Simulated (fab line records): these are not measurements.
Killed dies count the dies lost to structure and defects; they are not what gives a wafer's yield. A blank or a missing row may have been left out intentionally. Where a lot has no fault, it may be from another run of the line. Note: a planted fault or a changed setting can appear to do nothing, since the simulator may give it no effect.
fab line records    flow gf180mcu
record: lots: 24  wafers: 72  lastDay: 34
route steps=602 shown SALICIDE@286 V2@383 V3@430 M4@459 V4@492
lots that met no fault: taken from a fault-free run of the same line
startH: hours from the record's first day to the start of the lot's first wafer shown    waitH: time in hours since the lot's previous step    " unchanged from the row above    L1.1+2: a row that stands for several wafers    - either no value or no given start    * or withheld: withheld    < > ~ a bound
route shown NAME@n: names a module that has steps shown in the file, with the first one's number in the route    usual: mean/standard deviation taken from wafers without a fault    same: alike in all rows    chamber/n: place in a boat    sites: per-site readings    _std_site: standard deviation across them    _edge_site: mean of outer sites minus mean of inner sites    radiusMm: for every site, how far away it sits from the centre of the wafer    mask NAME#n: copy n    behind: tool/chamber where the wafer was last shaped    hold: cause of the lot's hold/its duration in hours/its outcome    device: which transistor (n, p or np) failed to switch    end of line: the tests these same wafers got at the end of their route    a step given without rows: its recipe and nothing more    killed: the dies lost at the first sort to structure and to defects; this is not the yield of the wafer    map: dies across one wafer; x = killed, . = not, _ = none there
set.NAME: the setting that was run; set.NAME@STEP: the one run at that earlier step    model.NAME: the simulator's own value behind a step, which no gauge read
one table for each step of the route and one row for each wafer, over a sample of lots
services: from which hour (startH, from the record's first day; less than 0 if before it) a tool's chamber was out of use, for how many hours, and why
== steps ==
step: GF_SALICIDE_RTA_08
recipe: tempC: 800  timeS: 30  ambient: N2
usual: lampPowerPct: 17.3/1.5  wafer_temp_C_max: 804.9/1.9
lot.wafer  tool          chamber  startH  waitH  lampPowerPct  wafer_temp_C_max
L074.1     rtpAnneal-02  0        343.06  0.0    15.8          803.2
L074.3     "             0        "       "      15.8          803.0
L074.5     "             0        "       "      15.7          802.7
L075.1     rtpAnneal-02  0        351.59  0.0    15.8          803.6
L075.2     "             0        "       "      15.8          803.4
L075.4     "             0        "       "      15.8          802.8
L076.2     rtpAnneal-02  0        356.29  0.0    15.8          804.2
L076.3     "             0        "       "      15.8          802.0
L076.5     "             0        "       "      15.7          804.0
L077.3     rtpAnneal-02  0        364.74  0.0    15.8          802.6
L077.4     "             0        "       "      15.8          803.8
L077.6     "             0        "       "      15.8          803.5
L078.1     rtpAnneal-02  0        375.85  0.0    15.8          804.1
L078.2     "             0        "       "      15.8          802.9
L078.6     "             0        "       "      15.8          803.4
L079.2     rtpAnneal-02  0        379.73  0.0    15.8          803.8
L079.5     "             0        "       "      15.8          803.4
L079.6     "             0        "       "      15.8          803.4
L080.2     rtpAnneal-01  0        388.83  0.0    18.8          806.4
L080.4     "             0        "       "      18.8          804.9
L080.6     "             0        "       "      18.9          808.2
L081.2     rtpAnneal-02  0        401.16  0.0    15.8          802.7
L081.4     "             0        "       "      15.8          802.1
L081.5     "             0        "       "      15.8          802.0
L082.3     rtpAnneal-01  0        410.42  0.0    18.8          806.7
L082.4     "             0        "       "      18.8          805.8
L082.5     "             0        "       "      18.8          804.1
L083.3     rtpAnneal-02  0        414.79  0.0    15.8          803.0
L083.4     "             0        "       "      15.8          804.1
L083.5     "             0        "       "      15.7          803.5
L084.4     rtpAnneal-02  0        432.80  0.1    15.8          802.8
L084.5     "             0        "       "      15.8          802.5
L084.6     "             0        "       "      15.8          803.4
L085.1     rtpAnneal-01  0        440.10  0.0    18.8          807.0
L085.5     "             0        "       "      18.9          806.4
L085.6     "             0        "       "      18.8          806.0
L086.1     rtpAnneal-02  0        447.39  0.0    15.8          803.3
L086.2     "             0        "       "      15.8          803.8
L086.3     "             0        "       "      15.8          802.5
L087.2     rtpAnneal-01  0        454.71  0.0    18.8          806.4
L087.3     "             0        "       "      18.8          806.7
L087.6     "             0        "       "      18.8          805.2
L088.2     rtpAnneal-02  0        466.31  0.0    15.8          802.1
L088.3     "             0        "       "      15.8          804.6
L088.5     "             0        "       "      15.8          802.9
L089.1     rtpAnneal-01  0        473.19  0.0    18.8          804.5
L089.3     "             0        "       "      18.8          806.5
L089.6     "             0        "       "      18.8          806.4
L090.1     rtpAnneal-01  0        478.16  0.0    18.9          804.9
L090.2     "             0        "       "      18.8          806.7
L090.4     "             0        "       "      18.8          808.2
L091.1     rtpAnneal-01  0        488.10  0.0    18.8          805.8
L091.2     "             0        "       "      18.9          806.9
L091.4     "             0        "       "      18.9          806.8
L092.2     rtpAnneal-01  0        496.74  0.0    18.9          805.4
L092.4     "             0        "       "      18.8          808.0
L092.5     "             0        "       "      18.8          808.3
L093.1     rtpAnneal-01  0        503.19  0.0    18.8          806.2
L093.4     "             0        "       "      18.8          807.0
L093.5     "             0        "       "      18.8          806.9
L094.1     rtpAnneal-01  0        517.27  0.0    18.9          805.6
L094.2     "             0        "       "      18.9          808.7
L094.4     "             0        "       "      18.8          805.4
L095.3     rtpAnneal-01  0        524.58  0.0    18.8          804.8
L095.4     "             0        "       "      18.8          807.3
L095.5     "             0        "       "      18.9          806.6
L096.2     rtpAnneal-01  0        537.11  0.0    18.9          806.4
L096.4     "             0        "       "      18.8          805.6
L096.6     "             0        "       "      18.8          809.4
L097.1     rtpAnneal-02  0        545.31  0.0    15.8          803.8
L097.3     "             0        "       "      15.8          802.6
L097.4     "             0        "       "      15.8          803.1
step: GF_V2_THK_MEAS_01
recipe: reads: SiO2_of_V2_CVD_00
usual: V2_CVD_00_THK: 601/7.5
lot.wafer  tool          chamber  startH  waitH  V2_CVD_00_THK[nm]
L074.1     filmMetro-03  -        441.97  0.0    598
L074.3     "             -        "       "      605
L074.5     "             -        "       "      603
L075.1     filmMetro-03  -        450.52  0.0    603
L075.2     "             -        "       "      591
L075.4     "             -        "       "      594
L076.2     filmMetro-02  -        454.88  0.0    615
L076.3     "             -        "       "      606
L076.5     "             -        "       "      607
L077.3     filmMetro-04  -        463.48  0.1    605
L077.4     "             -        "       "      603
L077.6     "             -        "       "      600
L078.1     filmMetro-03  -        476.61  0.0    603
L078.2     "             -        "       "      607
L078.6     "             -        "       "      601
L079.2     filmMetro-03  -        481.62  0.0    607
L079.5     "             -        "       "      611
L079.6     "             -        "       "      606
L080.2     filmMetro-03  -        490.23  0.0    603
L080.4     "             -        "       "      600
L080.6     "             -        "       "      608
L081.2     filmMetro-04  -        504.56  0.0    594
L081.4     "             -        "       "      597
L081.5     "             -        "       "      597
L082.3     filmMetro-02  -        512.67  0.1    586
L082.4     "             -        "       "      592
L082.5     "             -        "       "      589
L083.3     filmMetro-04  -        517.87  0.1    604
L083.4     "             -        "       "      598
L083.5     "             -        "       "      599
L084.4     filmMetro-02  -        534.18  0.0    586
L084.5     "             -        "       "      599
L084.6     "             -        "       "      593
L085.1     filmMetro-04  -        541.11  0.0    605
L085.5     "             -        "       "      610
L085.6     "             -        "       "      602
L086.1     filmMetro-02  -        548.66  0.0    617
L086.2     "             -        "       "      603
L086.3     "             -        "       "      609
L087.2     filmMetro-02  -        554.77  0.0    593
L087.3     "             -        "       "      606
L087.6     "             -        "       "      589
L088.2     filmMetro-04  -        564.81  0.0    602
L088.3     "             -        "       "      605
L088.5     "             -        "       "      589
L089.1     filmMetro-04  -        572.31  0.0    612
L089.3     "             -        "       "      593
L089.6     "             -        "       "      586
L090.1     filmMetro-04  -        576.46  0.0    600
L090.2     "             -        "       "      594
L090.4     "             -        "       "      595
L091.1     filmMetro-04  -        585.42  0.0    582
L091.2     "             -        "       "      600
L091.4     "             -        "       "      598
L092.2     filmMetro-04  -        593.51  0.0    593
L092.4     "             -        "       "      606
L092.5     "             -        "       "      617
L093.1     filmMetro-04  -        599.28  0.0    593
L093.4     "             -        "       "      594
L093.5     "             -        "       "      608
L094.1     filmMetro-03  -        612.11  0.0    585
L094.2     "             -        "       "      607
L094.4     "             -        "       "      608
L095.3     filmMetro-03  -        617.63  0.1    591
L095.4     "             -        "       "      607
L095.5     "             -        "       "      596
L096.2     filmMetro-02  -        629.97  0.0    593
L096.4     "             -        "       "      589
L096.6     "             -        "       "      612
L097.1     filmMetro-02  -        636.93  0.0    608
L097.3     "             -        "       "      603
L097.4     "             -        "       "      606
step: GF_V3_THK_MEAS_01
recipe: reads: SiO2_of_V3_CVD_00
usual: V3_CVD_00_THK: 598/6.7
lot.wafer  tool          chamber  startH  waitH  V3_CVD_00_THK[nm]
L074.1     filmMetro-03  -        493.53  0.0    603
L074.3     "             -        "       "      608
L074.5     "             -        "       "      606
L075.1     filmMetro-03  -        501.12  0.0    596
L075.2     "             -        "       "      596
L075.4     "             -        "       "      596
L076.2     filmMetro-01  -        506.23  0.0    597
L076.3     "             -        "       "      598
L076.5     "             -        "       "      591
L077.3     filmMetro-02  -        514.55  0.1    604
L077.4     "             -        "       "      596
L077.6     "             -        "       "      590
L078.1     filmMetro-02  -        526.68  0.0    604
L078.2     "             -        "       "      600
L078.6     "             -        "       "      600
L079.2     filmMetro-03  -        532.18  0.0    601
L079.5     "             -        "       "      596
L079.6     "             -        "       "      601
L080.2     filmMetro-02  -        539.75  0.0    597
L080.4     "             -        "       "      596
L080.6     "             -        "       "      598
L081.2     filmMetro-02  -        553.34  0.0    595
L081.4     "             -        "       "      589
L081.5     "             -        "       "      590
L082.3     filmMetro-02  -        560.70  0.1    600
L082.4     "             -        "       "      598
L082.5     "             -        "       "      593
L083.3     filmMetro-01  -        566.36  0.1    590
L083.4     "             -        "       "      593
L083.5     "             -        "       "      607
L084.4     filmMetro-01  -        582.81  0.0    590
L084.5     "             -        "       "      592
L084.6     "             -        "       "      589
L085.1     filmMetro-03  -        588.38  0.0    600
L085.5     "             -        "       "      608
L085.6     "             -        "       "      607
L086.1     filmMetro-01  -        596.06  0.0    604
L086.2     "             -        "       "      588
L086.3     "             -        "       "      595
L087.2     filmMetro-02  -        602.23  0.0    600
L087.3     "             -        "       "      598
L087.6     "             -        "       "      605
L088.2     filmMetro-03  -        610.96  0.0    596
L088.3     "             -        "       "      591
L088.5     "             -        "       "      592
L089.1     filmMetro-01  -        617.69  0.0    589
L089.3     "             -        "       "      593
L089.6     "             -        "       "      582
L090.1     filmMetro-02  -        622.55  0.0    599
L090.2     "             -        "       "      614
L090.4     "             -        "       "      607
L091.1     filmMetro-03  -        631.25  0.0    599
L091.2     "             -        "       "      606
L091.4     "             -        "       "      602
L092.2     filmMetro-02  -        638.39  0.0    609
L092.4     "             -        "       "      597
L092.5     "             -        "       "      616
L093.1     filmMetro-01  -        643.78  0.0    600
L093.4     "             -        "       "      602
L093.5     "             -        "       "      596
L094.1     filmMetro-01  -        656.21  0.0    593
L094.2     "             -        "       "      604
L094.4     "             -        "       "      608
L095.3     filmMetro-01  -        659.88  0.1    585
L095.4     "             -        "       "      597
L095.5     "             -        "       "      596
L096.2     filmMetro-01  -        671.37  0.0    598
L096.4     "             -        "       "      596
L096.6     "             -        "       "      604
L097.1     filmMetro-01  -        678.81  0.0    603
L097.3     "             -        "       "      602
L097.4     "             -        "       "      602
step: GF_V3_THK_MEAS_03
recipe: reads: SiO2_of_V3_CVD_02
usual: V3_CVD_02_THK: 854/10
lot.wafer  tool          chamber  startH  waitH  V3_CVD_02_THK[nm]
L074.1     filmMetro-01  -        493.66  0.0    863
L074.3     "             -        "       "      854
L074.5     "             -        "       "      865
L075.1     filmMetro-02  -        501.25  0.0    843
L075.2     "             -        "       "      842
L075.4     "             -        "       "      865
L076.2     filmMetro-03  -        506.36  0.0    857
L076.3     "             -        "       "      858
L076.5     "             -        "       "      878
L077.3     filmMetro-01  -        514.68  0.1    847
L077.4     "             -        "       "      863
L077.6     "             -        "       "      872
L078.1     filmMetro-02  -        526.81  0.0    840
L078.2     "             -        "       "      826
L078.6     "             -        "       "      843
L079.2     filmMetro-01  -        532.31  0.0    855
L079.5     "             -        "       "      871
L079.6     "             -        "       "      871
L080.2     filmMetro-01  -        539.88  0.0    858
L080.4     "             -        "       "      864
L080.6     "             -        "       "      854
L081.2     filmMetro-01  -        553.46  0.0    852
L081.4     "             -        "       "      852
L081.5     "             -        "       "      862
L082.3     filmMetro-01  -        560.83  0.1    848
L082.4     "             -        "       "      868
L082.5     "             -        "       "      859
L083.3     filmMetro-02  -        566.49  0.1    840
L083.4     "             -        "       "      871
L083.5     "             -        "       "      862
L084.4     filmMetro-03  -        582.94  0.0    854
L084.5     "             -        "       "      855
L084.6     "             -        "       "      843
L085.1     filmMetro-01  -        588.51  0.0    834
L085.5     "             -        "       "      858
L085.6     "             -        "       "      860
L086.1     filmMetro-03  -        596.19  0.0    833
L086.2     "             -        "       "      848
L086.3     "             -        "       "      839
L087.2     filmMetro-02  -        602.36  0.0    848
L087.3     "             -        "       "      842
L087.6     "             -        "       "      868
L088.2     filmMetro-03  -        611.09  0.0    852
L088.3     "             -        "       "      857
L088.5     "             -        "       "      866
L089.1     filmMetro-03  -        617.82  0.0    845
L089.3     "             -        "       "      849
L089.6     "             -        "       "      849
L090.1     filmMetro-01  -        622.68  0.0    852
L090.2     "             -        "       "      855
L090.4     "             -        "       "      867
L091.1     filmMetro-02  -        631.38  0.0    841
L091.2     "             -        "       "      840
L091.4     "             -        "       "      854
L092.2     filmMetro-01  -        638.52  0.0    838
L092.4     "             -        "       "      855
L092.5     "             -        "       "      852
L093.1     filmMetro-02  -        643.91  0.0    845
L093.4     "             -        "       "      864
L093.5     "             -        "       "      852
L094.1     filmMetro-03  -        656.34  0.0    849
L094.2     "             -        "       "      845
L094.4     "             -        "       "      873
L095.3     filmMetro-02  -        660.01  0.1    847
L095.4     "             -        "       "      857
L095.5     "             -        "       "      864
L096.2     filmMetro-03  -        671.50  0.0    852
L096.4     "             -        "       "      873
L096.6     "             -        "       "      855
L097.1     filmMetro-03  -        678.94  0.0    853
L097.3     "             -        "       "      862
L097.4     "             -        "       "      862
step: GF_M4_SPUTTER_03
recipe: material: Ti  targetThkNm: 10  substrateTempC: 300  chamberPressurePa: 0.3  powerW: 3000  timeS: 6.7
usual: chamberPressurePa: 0.3001/0.00062  throttleValvePct: 30.3/1
lot.wafer  tool           chamber  startH  waitH  chamberPressurePa  throttleValvePct
L074.1     pvdSputter-04  -        519.62  0.0    0.3008             29.1
L074.3     "              -        "       "      0.2992             31.5
L074.5     "              -        "       "      0.3006             28.8
L075.1     pvdSputter-04  -        526.53  0.0    0.3005             30.4
L075.2     "              -        "       "      0.2998             31.3
L075.4     "              -        "       "      0.2998             30.3
L076.2     pvdSputter-02  -        531.80  0.0    0.3006             29.8
L076.3     "              -        "       "      0.3005             31.4
L076.5     "              -        "       "      0.3007             31.1
L077.3     pvdSputter-04  -        539.61  0.0    0.2998             30.4
L077.4     "              -        "       "      0.2998             30.5
L077.6     "              -        "       "      0.3015             29.4
L078.1     pvdSputter-02  -        551.13  0.0    0.2995             29.5
L078.2     "              -        "       "      0.2983             30.5
L078.6     "              -        "       "      0.2984             29.4
L079.2     pvdSputter-03  -        557.10  0.0    0.3001             30.9
L079.5     "              -        "       "      0.2999             29.2
L079.6     "              -        "       "      0.3002             31.2
L080.2     pvdSputter-02  -        564.24  0.0    0.2996             31.5
L080.4     "              -        "       "      0.3001             30.2
L080.6     "              -        "       "      0.2996             30.5
L081.2     pvdSputter-03  -        578.14  0.0    0.3002             31.1
L081.4     "              -        "       "      0.2992             32.0
L081.5     "              -        "       "      0.3003             30.9
L082.3     pvdSputter-03  -        584.11  0.0    0.3004             31.0
L082.4     "              -        "       "      0.2998             32.4
L082.5     "              -        "       "      0.3007             29.2
L083.3     pvdSputter-02  -        590.47  0.0    0.3004             29.6
L083.4     "              -        "       "      0.2995             30.1
L083.5     "              -        "       "      0.3007             31.2
L084.4     pvdSputter-04  -        606.69  0.0    0.3001             29.2
L084.5     "              -        "       "      0.3007             31.3
L084.6     "              -        "       "      0.3010             29.4
L085.1     pvdSputter-03  -        611.84  0.0    0.2998             29.3
L085.5     "              -        "       "      0.3000             28.9
L085.6     "              -        "       "      0.3003             32.1
L086.1     pvdSputter-03  -        619.19  0.0    0.2997             29.2
L086.2     "              -        "       "      0.2998             32.0
L086.3     "              -        "       "      0.2996             30.8
L087.2     pvdSputter-03  -        624.96  0.0    0.2999             29.0
L087.3     "              -        "       "      0.3002             30.8
L087.6     "              -        "       "      0.3002             28.9
L088.2     pvdSputter-03  -        633.43  0.0    0.2991             31.0
L088.3     "              -        "       "      0.2998             31.5
L088.5     "              -        "       "      0.2986             31.2
L089.1     pvdSputter-03  -        640.09  0.0    0.2999             32.2
L089.3     "              -        "       "      0.2996             31.2
L089.6     "              -        "       "      0.3008             29.3
L090.1     pvdSputter-04  -        644.82  0.0    0.3012             31.5
L090.2     "              -        "       "      0.3003             30.4
L090.4     "              -        "       "      0.3001             29.2
L091.1     pvdSputter-04  -        653.79  0.0    0.2999             30.7
L091.2     "              -        "       "      0.2998             29.1
L091.4     "              -        "       "      0.3008             31.5
L092.2     pvdSputter-03  -        659.79  0.0    0.2996             32.2
L092.4     "              -        "       "      0.3002             31.1
L092.5     "              -        "       "      0.3001             31.0
L093.1     pvdSputter-03  -        664.58  0.0    0.3006             31.0
L093.4     "              -        "       "      0.2998             32.1
L093.5     "              -        "       "      0.2997             29.0
L094.1     pvdSputter-02  -        677.28  0.0    0.3007             31.6
L094.2     "              -        "       "      0.3012             29.5
L094.4     "              -        "       "      0.3007             30.3
L095.3     pvdSputter-02  -        681.54  0.0    0.3001             29.8
L095.4     "              -        "       "      0.3005             30.6
L095.5     "              -        "       "      0.3010             30.5
L096.2     pvdSputter-04  -        692.47  0.0    0.3010             30.6
L096.4     "              -        "       "      0.3001             29.0
L096.6     "              -        "       "      0.3007             30.5
L097.1     pvdSputter-02  -        699.40  0.0    0.2994             29.7
L097.3     "              -        "       "      0.3005             30.6
L097.4     "              -        "       "      0.2991             30.0
step: GF_V4_ETCH_16
recipe: chemistry: N2/H2  targetDepthA: withheld  overetchA: withheld  timeS: withheld  target: BARC  ionEnergyEv: 200  sourceW: 500  biasW: 100  pressureMtorr: 30  n2FlowSccm: 100  h2FlowSccm: 200
usual: drypumpMotorCurrentA: 5.7/0.47  h2FlowSccm: 200.1/0.61  oesProductAu: 0.855/0.0048  throttleValvePct: 13.224/0.0085
lot.wafer  tool        chamber  startH  waitH  drypumpMotorCurrentA  h2FlowSccm  oesProductAu  throttleValvePct
L074.1     rieDiel-04  1        566.53  0.0    5.7                   199.7       0.860         13.231
L074.3     "           2        "       "      5.8                   200.1       0.850         13.226
L074.5     "           0        "       "      6.4                   200.9       0.855         13.219
L075.1     rieDiel-03  0        572.73  0.0    5.7                   200.3       0.846         13.225
L075.2     "           2        "       "      5.8                   199.3       0.853         13.213
L075.4     "           1        "       "      6.2                   199.7       0.854         13.236
L076.2     rieDiel-04  2        577.78  0.0    5.7                   199.7       0.863         13.228
L076.3     "           0        "       "      6.3                   198.7       0.856         13.222
L076.5     "           2        "       "      5.7                   201.0       0.853         13.233
L077.3     rieDiel-01  2        584.86  0.0    4.7                   199.3       0.855         13.223
L077.4     "           1        "       "      6.3                   199.7       0.850         13.205
L077.6     "           2        "       "      4.7                   200.0       0.847         13.230
L078.1     rieDiel-04  1        596.33  0.0    5.7                   201.3       0.850         13.246
L078.2     "           3        "       "      5.6                   198.9       0.858         13.223
L078.6     "           1        "       "      5.7                   200.2       0.852         13.226
L079.2     rieDiel-04  1        603.13  0.0    5.7                   199.1       0.863         13.233
L079.5     "           3        "       "      5.6                   200.1       0.852         13.228
L079.6     "           2        "       "      5.8                   200.5       0.858         13.226
L080.2     rieDiel-03  0        608.68  0.0    5.8                   199.7       0.855         13.215
L080.4     "           2        "       "      5.8                   201.0       0.853         13.225
L080.6     "           1        "       "      6.2                   199.5       0.859         13.248
L081.2     rieDiel-04  2        621.96  0.0    5.7                   200.3       0.855         13.226
L081.4     "           3        "       "      5.6                   199.6       0.853         13.220
L081.5     "           1        "       "      5.7                   198.3       0.853         13.215
L082.3     rieDiel-04  0        628.06  0.0    6.3                   199.5       0.854         13.231
L082.4     "           2        "       "      5.7                   199.8       0.859         13.220
L082.5     "           1        "       "      5.7                   200.5       0.855         13.237
L083.3     rieDiel-03  2        634.86  0.0    5.8                   200.5       0.848         13.234
L083.4     "           0        "       "      5.8                   200.6       0.852         13.218
L083.5     "           1        "       "      6.2                   200.8       0.854         13.215
L084.4     rieDiel-01  0        648.56  0.0    5.7                   200.1       0.856         13.221
L084.5     "           1        "       "      6.4                   200.3       0.847         13.227
L084.6     "           2        "       "      4.8                   199.2       0.861         13.227
L085.1     rieDiel-01  2        653.41  0.0    4.8                   199.8       0.855         13.215
L085.5     "           0        "       "      5.6                   200.7       0.851         13.238
L085.6     "           3        "       "      5.5                   199.8       0.855         13.224
L086.1     rieDiel-03  1        660.71  0.0    6.2                   199.9       0.852         13.217
L086.2     "           3        "       "      4.6                   199.5       0.864         13.226
L086.3     "           2        "       "      5.8                   199.3       0.858         13.225
L087.2     rieDiel-04  3        666.53  0.0    5.6                   200.7       0.853         13.236
L087.3     "           1        "       "      5.7                   199.5       0.854         13.229
L087.6     "           0        "       "      6.3                   200.7       0.860         13.220
L088.2     rieDiel-04  2        673.96  0.0    5.7                   200.1       0.848         13.219
L088.3     "           0        "       "      6.4                   199.9       0.854         13.231
L088.5     "           0        "       "      6.4                   200.7       0.859         13.220
L089.1     rieDiel-04  3        680.53  0.0    5.6                   200.0       0.852         13.233
L089.3     "           2        "       "      5.7                   199.2       0.860         13.225
L089.6     "           1        "       "      5.7                   200.0       0.855         13.209
L090.1     rieDiel-01  0        685.08  0.0    5.7                   200.5       0.849         13.232
L090.2     "           3        "       "      5.5                   199.7       0.860         13.226
L090.4     "           1        "       "      6.3                   199.8       0.852         13.221
L091.1     rieDiel-01  0        693.11  0.0    5.6                   199.1       0.865         13.228
L091.2     "           1        "       "      6.4                   200.6       0.866         13.221
L091.4     "           2        "       "      4.7                   200.5       0.857         13.218
L092.2     rieDiel-03  0        698.96  0.0    5.8                   200.2       0.855         13.223
L092.4     "           1        "       "      6.2                   200.3       0.847         13.224
L092.5     "           3        "       "      4.6                   200.5       0.852         13.217
L093.1     rieDiel-04  0        703.53  0.0    6.4                   201.0       0.856         13.225
L093.4     "           1        "       "      5.7                   200.6       0.861         13.220
L093.5     "           2        "       "      5.7                   199.5       0.861         13.223
L094.1     rieDiel-03  3        715.83  0.0    4.6                   200.5       0.849         13.217
L094.2     "           0        "       "      5.8                   199.2       0.856         13.226
L094.4     "           1        "       "      6.2                   200.8       0.854         13.208
L095.3     rieDiel-04  1        720.08  0.0    5.7                   200.1       0.856         13.229
L095.4     "           0        "       "      6.4                   200.5       0.858         13.223
L095.5     "           3        "       "      5.6                   199.6       0.843         13.233
L096.2     rieDiel-04  0        730.38  0.0    6.4                   200.8       0.853         13.218
L096.4     "           3        "       "      5.6                   200.7       0.847         13.212
L096.6     "           1        "       "      5.7                   200.0       0.849         13.226
L097.1     rieDiel-03  3        736.81  0.0    4.7                   200.3       0.854         13.206
L097.3     "           0        "       "      5.8                   200.1       0.855         13.225
L097.4     "           1        "       "      6.2                   199.4       0.844         13.222
== services ==
tool           chamber  startH  hours  kind
pvdSputter-04  -        322.24  9.0    repair
pvdSputter-03  -        328.90  0.9    repair
rieDiel-04     3        349.49  7.3    repair
rieDiel-03     0        371.10  4.9    repair
rieDiel-03     -        418.10  14.6   pm
rieDiel-04     3        429.14  13.9   repair
rieDiel-03     1        446.52  4.5    repair
rieDiel-04     2        477.84  8.3    repair
rieDiel-03     3        507.05  2.3    repair
rieDiel-03     1        524.85  4.0    repair
rtpAnneal-01   -        532.75  3.3    pm
rieDiel-03     2        532.87  9.1    repair
pvdSputter-03  -        539.28  3.2    repair
pvdSputter-04  -        546.96  13.0   repair
pvdSputter-04  -        551.38  47.9   repair
pvdSputter-02  -        557.02  1.4    repair
pvdSputter-04  -        603.04  1.2    repair
rieDiel-03     -        610.30  0.6    repair
rieDiel-04     0        616.68  10.0   repair
rieDiel-04     -        667.87  2.8    pm
rieDiel-04     -        671.13  1.2    repair
rieDiel-04     2        689.45  3.6    repair
rieDiel-04     3        691.15  2.7    repair
rtpAnneal-02   -        695.78  5.9    pm
== key ==
fault none
